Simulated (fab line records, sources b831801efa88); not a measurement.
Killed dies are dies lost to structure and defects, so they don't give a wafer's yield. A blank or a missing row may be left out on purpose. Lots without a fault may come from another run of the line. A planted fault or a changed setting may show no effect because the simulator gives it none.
Which tool did it? | flow sfq_line | 14 lots, 42 wafers sampled, at 3 steps of a route of 325

WHAT THE GAUGES READ, wafer by wafer
SFQ_I5_OVL_MEAS_936.
lot  | measured     | on         | I5_OVL (nm)
L539 | day 52 08:51 | overlay-02 | 3 11 9
L540 | day 52 12:28 | overlay-01 | 5 8 1
L541 | day 52 13:40 | overlay-02 | -4 1 -2
L543 | day 52 18:27 | overlay-02 | 3 -3 -5
L544 | day 52 20:52 | overlay-01 | -9 -4 -8
L545 | day 53 01:40 | overlay-01 | 2 8 7
L546 | day 53 05:14 | overlay-01 | 4 8 0
L548 | day 53 17:30 | overlay-02 | 5 3 5
L550 | day 55 04:18 | overlay-02 | -3 3 0
L557 | day 69 02:43 | overlay-01 | -2 -4 -1
L559 | day 69 05:07 | overlay-01 | 7 8 15
L560 | day 69 07:31 | overlay-01 | -3 -8 -8
L561 | day 69 08:43 | overlay-01 | -6 -2 -1
L562 | day 69 13:37 | overlay-02 | 4 -2 -4

WHICH TOOL RAN EACH LOT (tool, then ch and the chambers of the sampled wafers, then the start)
lot  | SFQ_TRILAYER_M2_DEP_PRE_CLEAN_056 | SFQ_TRILAYER_M3_ETCH_METAL_ETCH_078
L539 | pvd_sputter-03, day 23 07:22      | rie_metal-03 ch 0,1, day 29 17:08
L540 | pvd_sputter-05, day 23 09:45      | rie_metal-01 ch 0,1, day 29 18:22
L541 | pvd_sputter-04, day 23 13:21      | rie_metal-02 ch 0,1, day 29 20:42
L543 | pvd_sputter-05, day 24 12:06      | rie_metal-01 ch 0,1, day 30 19:58
L544 | pvd_sputter-05, day 24 20:37      | rie_metal-02 ch 0,1, day 31 08:36
L545 | pvd_sputter-04, day 25 00:13      | rie_metal-02 ch 0,1, day 31 13:24
L546 | pvd_sputter-05, day 25 06:13      | rie_metal-03 ch 0, day 33 15:04
L548 | pvd_sputter-05, day 25 12:41      | rie_metal-02 ch 0,1, day 38 20:40
L550 | pvd_sputter-03, day 25 17:29      | rie_metal-02 ch 0,1, day 39 03:25
L557 | pvd_sputter-05, day 26 07:54      | rie_metal-02 ch 0,1, day 44 20:21
L559 | pvd_sputter-03, day 26 10:18      | rie_metal-02 ch 0,1, day 44 22:45
L560 | pvd_sputter-05, day 26 11:29      | rie_metal-01 ch 0,1, day 45 01:09
L561 | pvd_sputter-04, day 26 12:42      | rie_metal-03 ch 0,1, day 45 03:33
L562 | pvd_sputter-05, day 26 13:53      | rie_metal-03 ch 0,1, day 45 05:57
- SFQ_TRILAYER_M2_DEP_PRE_CLEAN_056: time 22.5 s.
- SFQ_TRILAYER_M3_ETCH_METAL_ETCH_078: etches Nb in Cl2/Ar, stops on SiO2, target depth 240 nm, time 120 s.

WHAT THE TOOLS THEMSELVES READ (means of the sampled wafers that have a number; where no wafer has one, the mark that the record gives instead)
SFQ_TRILAYER_M2_DEP_PRE_CLEAN_056.
lot  | tool           | bias_v (V)
L539 | pvd_sputter-03 | 249.4
L540 | pvd_sputter-05 | 249.3
L541 | pvd_sputter-04 | 251.1
L543 | pvd_sputter-05 | 249.0
L544 | pvd_sputter-05 | 250.2
L545 | pvd_sputter-04 | 247.0
L546 | pvd_sputter-05 | 250.9
L548 | pvd_sputter-05 | 247.9
L550 | pvd_sputter-03 | 250.3
L557 | pvd_sputter-05 | 250.7
L559 | pvd_sputter-03 | -
L560 | pvd_sputter-05 | -
L561 | pvd_sputter-04 | 250.5
L562 | pvd_sputter-05 | 250.8

SFQ_TRILAYER_M3_ETCH_METAL_ETCH_078.
lot  | tool         | drypump_motor_current_A (A) | oes_product_au (a.u.)
L539 | rie_metal-03 | 6.1                         | 0.884
L540 | rie_metal-01 | 5.8                         | 0.894
L541 | rie_metal-02 | 5.6                         | 0.889
L543 | rie_metal-01 | 5.7                         | 0.893
L544 | rie_metal-02 | 5.6                         | 0.895
L545 | rie_metal-02 | 6.1                         | 0.889
L546 | rie_metal-03 | 5.6                         | 0.884
L548 | rie_metal-02 | 5.6                         | 0.895
L550 | rie_metal-02 | 6.1                         | 0.890
L557 | rie_metal-02 | 5.6                         | 0.890
L559 | rie_metal-02 | 6.1                         | 0.890
L560 | rie_metal-01 | 5.7                         | 0.891
L561 | rie_metal-03 | 5.8                         | 0.894
L562 | rie_metal-03 | 6.1                         | 0.877

THE ANSWER, worked out from the rows above alone
Rule: what is usual is taken from the lots themselves. Put in order of their means at a reading, lots are off if they are a third of the lots or fewer, leave a main group of 4 or more, and stand apart from it by a gap of 3 or more times the standard deviation of the main group's means; of several such gaps the widest counts. A main group whose means are all the same, to the digits that the tables above print for the reading, isn't used. A lot without any number at a reading at which 4 lots or more have one is off too. The other lots that the step has rows for count as sound. The gauges are gone through in route order, then the tools' own readings, and for those a lot's mean is taken as printed above. The first step at which some lot is off is used, and at that step the reading that is off furthest; a lot without a number counts as furthest.
Off: L559, L560, at SFQ_TRILAYER_M2_DEP_PRE_CLEAN_056 (bias_v). Without a number there: L559, L560. The main group: mean 249.8 V, standard deviation 1.2.
A tool fits if, at that step or a process step before it, it ran every lot that is off, and no sound lot after the first of them. None of those tried fits.

WHAT THE SIMULATOR HAD PUT IN
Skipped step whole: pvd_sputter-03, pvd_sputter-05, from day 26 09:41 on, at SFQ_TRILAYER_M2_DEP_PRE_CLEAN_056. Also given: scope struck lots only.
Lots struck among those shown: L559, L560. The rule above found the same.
